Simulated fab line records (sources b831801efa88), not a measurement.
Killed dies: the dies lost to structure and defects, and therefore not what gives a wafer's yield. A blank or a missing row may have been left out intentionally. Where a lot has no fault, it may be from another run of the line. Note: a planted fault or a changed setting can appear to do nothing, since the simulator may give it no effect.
Code-filled problem report in 8D (eight disciplines) form	flow sfq-line	the parts of the form that need people (team, actions taken, sign-off) are left out

## 1. WHAT IS WRONG
SFQ_TRILAYER_I2_VIA_BARC_OPEN_VIA_ETCH_096, oes-product-au: mean 0.662 a.u. over 1 wafer from 1 lot; wafers with no fault: 0.686 a.u., standard deviation 0.0047. That is -5.1 standard deviations from the usual mean.
The step: etches BARC in O2, target depth 125 nm, time 41.7 s.
Seen first at day 37 07:17 on rie-diel-03, wafer L260.1. The record has a number at this step for 38 wafers belonging to 13 lots. The rule behind "out" and "out of limits": a value lying over 4 standard deviations away from the usual mean. All remaining wafers that have a number are taken as sound.

## 2. WHAT IT IS AND WHAT IT IS NOT
question	is	is not
which readings at this step	oes-product-au	drypump-motor-current-A, rf-fwd-power-W
which lots	L260	L242, L243, L244, L245, L246, L247, L248, L249, L250, L251, L264, L265
which wafers of those lots	L260.1	L260.4
read on which tools	rie-diel-03	rie-diel-01, rie-diel-02
when	from day 37 07:17	up to then (31 sound wafers); but 6 sound wafers of L264, L265 came after

## 3. SUSPECTS, AND WHAT RULES EACH OUT
Counting: a tool at a process step up to the reading stays a suspect if it ran every lot that is out. Sound lots after the first of them don't rule it out here, since some wafers of a struck lot are sound.
- rie-diel-03 at SFQ_TRILAYER_I2_VIA_BARC_OPEN_VIA_ETCH_096 (etches BARC in O2, target depth 125 nm, time 41.7 s): kept. The lot that is out, L260, ran on it at day 37 07:17; the last sound lot it ran before that was L250, at day 33 18:54. On those wafers its own readings are out: oes-product-au.
- Within rie-diel-03 at SFQ_TRILAYER_I2_VIA_BARC_OPEN_VIA_ETCH_096: the wafers that are out ran in chamber 1; their sound lot-mates ran in chamber 3.
Left after counting: rie-diel-03 at SFQ_TRILAYER_I2_VIA_BARC_OPEN_VIA_ETCH_096.

## 4. THE CAUSE (what the simulator had put in)
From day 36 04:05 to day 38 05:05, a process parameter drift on rie-diel-03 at SFQ_TRILAYER_I2_VIA_BARC_OPEN_VIA_ETCH_096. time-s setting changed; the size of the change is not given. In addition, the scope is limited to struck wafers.
Counting left only this tool.

## 5. THE CHAIN OF EFFECTS, in route order
Each row: a reading whose mean over the struck wafers that have a number lies more than 3 standard deviations from the usual. Only readings whose record carries a usual standard deviation are examined. hours: median over the lots of the time between each lot's start at the first step of this table that gives one and its start at this step. sigmas: the change, counted in usual standard deviations.
hours	step	reading	usual	on struck wafers	change	sigmas
0	SFQ_TRILAYER_I2_VIA_BARC_OPEN_VIA_ETCH_096	oes-product-au	0.686 a.u.	0.662	-0.024	-5.1
The process steps in it:
- SFQ_TRILAYER_I2_VIA_BARC_OPEN_VIA_ETCH_096: etches BARC in O2, target depth 125 nm, time 41.7 s.
Later steps that measure or inspect, where all struck wafers having a row at the step show a number for every such reading and not one has moved that far: SFQ_I7_OVL_MEAS_947.

## 6. WHAT WOULD HAVE CAUGHT IT SOONER
27 hours passed between the start of the fault at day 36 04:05 and the first reading out of limits in this record, taken at day 37 07:17.
